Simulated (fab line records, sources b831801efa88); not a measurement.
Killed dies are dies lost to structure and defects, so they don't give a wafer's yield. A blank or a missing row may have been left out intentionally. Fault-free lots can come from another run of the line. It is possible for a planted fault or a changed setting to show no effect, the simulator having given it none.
Struck lot and sound lot, side by side ; flow sky130 ; 13 steps out of a route of 708
Sound: these wafers, L140.3, L140.4, L140.5. The struck wafers were L151.1, L151.4, L151.5. The cause comes at the end.
Order at every step that has rows: each side's tool, ch and its chambers, its first start. Under that, the readings that differ: sound wafers ; struck wafers ; difference of the means ; sigmas: that difference in standard deviations of wafers without a fault.
alike: words and numbers the same on both sides, and readings whose means are apart by under 2 such deviations; not compared: readings that were withheld, readings missing a value for some wafer, numbers with overlapping values and no deviation given by the record, and bounds like >300 which may hide the same value.
Wherever a step has rows on one side only, a row that says differs or no value, or a row with sigmas, the two part there. Numbers that don't overlap but have no deviation are shown without sigmas and don't part them. A reading that every wafer of one side lacks parts them only if that side has two wafers or more.

SKY_FIELD_ISO_BOW_MEAS_00:
  sound: film_metro-02 at day 2 16:02; struck: film_metro-03 at day 4 23:01
  alike: INCOMING_BOW
then, 1 step without rows for these wafers: SKY_FIELD_ISO_OXIDATION_01 (stabilise 600 s, purge 300 s, target thk 12 nm).
SKY_FIELD_ISO_THK_MEAS_02:
  sound: film_metro-01 at day 2 17:39; struck: film_metro-02 at day 5 01:58
  alike: FIELD_ISO_OXIDATION_00_THK
then, 1 step without rows for these wafers: SKY_FIELD_ISO_CVD_03 (deposits Si3N4 from DCS/NH3, target thk 165 nm, time 2830 s).
SKY_FIELD_ISO_THK_MEAS_04:
  sound: film_metro-01 at day 2 19:30; struck: film_metro-03 at day 5 03:49
  alike: FIELD_ISO_CVD_03_THK
then, 6 steps without rows for these wafers: SKY_FIELD_ISO_DEHYDRATE_05 (time 60 s); SKY_FIELD_ISO_HMDS_06 (prime time 60 s); SKY_FIELD_ISO_COAT_07 (resist thk 60 nm); SKY_FIELD_ISO_COAT_08 (resist thk 450 nm); SKY_FIELD_ISO_SOFTBAKE_09 (time 90 s); SKY_FIELD_ISO_EXPOSE_10 (exposes mask FOM, target cd 150 nm).
SKY_FIELD_ISO_PEB_11:
  sound on litho_track-02 ch 0, day 3 12:00; struck on litho_track-03, day 5 21:00
reading;sound;struck;difference;sigmas
exhaust_pa (Pa);45.2 46.5 45.8;- - -;no value on the struck wafers;
  not compared: chill_plate_temp_C
then, 1 step without rows for these wafers: SKY_FIELD_ISO_DEVELOP_12 (develop time 60 s).

WHERE THEY PART
Only at SKY_FIELD_ISO_PEB_11, within this record.

WHY: what had been put in by the simulator
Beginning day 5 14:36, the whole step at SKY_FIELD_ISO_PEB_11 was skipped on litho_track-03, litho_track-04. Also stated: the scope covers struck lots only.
